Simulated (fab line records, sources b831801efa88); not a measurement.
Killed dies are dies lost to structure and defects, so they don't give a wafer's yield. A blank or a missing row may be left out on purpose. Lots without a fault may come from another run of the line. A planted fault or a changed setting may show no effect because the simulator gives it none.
One fault seen from 2 desks | flow gf180mcu | each desk has only its own numbers; what lay behind them comes last

THE METROLOGY DESK
What the gauges read, lot by lot, whatever tool the lot ran on: means of the sampled wafers that have a number. A lot is out of limits, marked OUT, if its mean lies more than 4 standard deviations from the usual mean; the brackets give that distance.
Columns: A = cd_nm at GF_M4_CD_MEAS_14, usual 280.0 nm; B = cd_nm at GF_TOP_METAL_CD_MEAS_14, usual 440.1 nm
lot  | first seen here | A     | B
L269 | day 23 08:01    | 281.7 | 439.1
L270 | day 23 18:20    | 280.8 | 444.1
L274 | day 25 08:41    | 280.3 | 437.8
L276 | day 25 23:12    | 280.0 | 435.6
L277 | day 26 11:37    | 280.1 | 439.4
L282 | day 28 21:31    | 279.6 | -
L285 | day 29 03:09    | 278.5 | -
L284 | day 29 04:16    | 278.4 | -
L288 | day 29 12:59    | 278.6 | 439.4
L287 | day 29 17:55    | 279.9 | 438.8
L289 | day 30 02:11    | 279.9 | 440.3
L290 | day 30 06:51    | 280.2 | 436.3
L291 | day 30 12:09    | 278.1 | 442.6
This desk's finding: nothing out of limits on any of the 13 lots.

THE TOOL OWNER'S DESK: plasma_asher-03
The tool's own readings at GF_V5_STRIP_18 (strips in O2/N2): means of the sampled wafers that have a number, for each lot that ran on this tool. A lot is out of limits, marked OUT, if its mean lies more than 4 standard deviations from the usual mean; the brackets give that distance.
Columns: A = chamber_pressure_mTorr at GF_V5_STRIP_18, usual 1499.9 mTorr; B = drypump_motor_current_A at GF_V5_STRIP_18, usual 5.7 A; C = heater_power_w at GF_V5_STRIP_18, usual 320 W; D = oes_product_au at GF_V5_STRIP_18, usual 0.567 a.u.
lot  | first seen here | A      | B   | C   | D
L269 | day 27 03:56    | 1500.5 | 6.2 | 300 | 0.563
L276 | day 29 11:32    | 1499.8 | 5.9 | 295 | 0.565
L277 | day 29 23:01    | 1500.0 | 6.2 | 305 | 0.567
L288 | day 32 17:25    | 1499.8 | 5.9 | 298 | 0.567
This desk's finding: nothing out of limits on any of the 4 lots.

PUT TOGETHER
The metrology desk saw nothing out of limits.
The tool owner's desk saw nothing out of limits.

WHAT THE SIMULATOR HAD PUT IN
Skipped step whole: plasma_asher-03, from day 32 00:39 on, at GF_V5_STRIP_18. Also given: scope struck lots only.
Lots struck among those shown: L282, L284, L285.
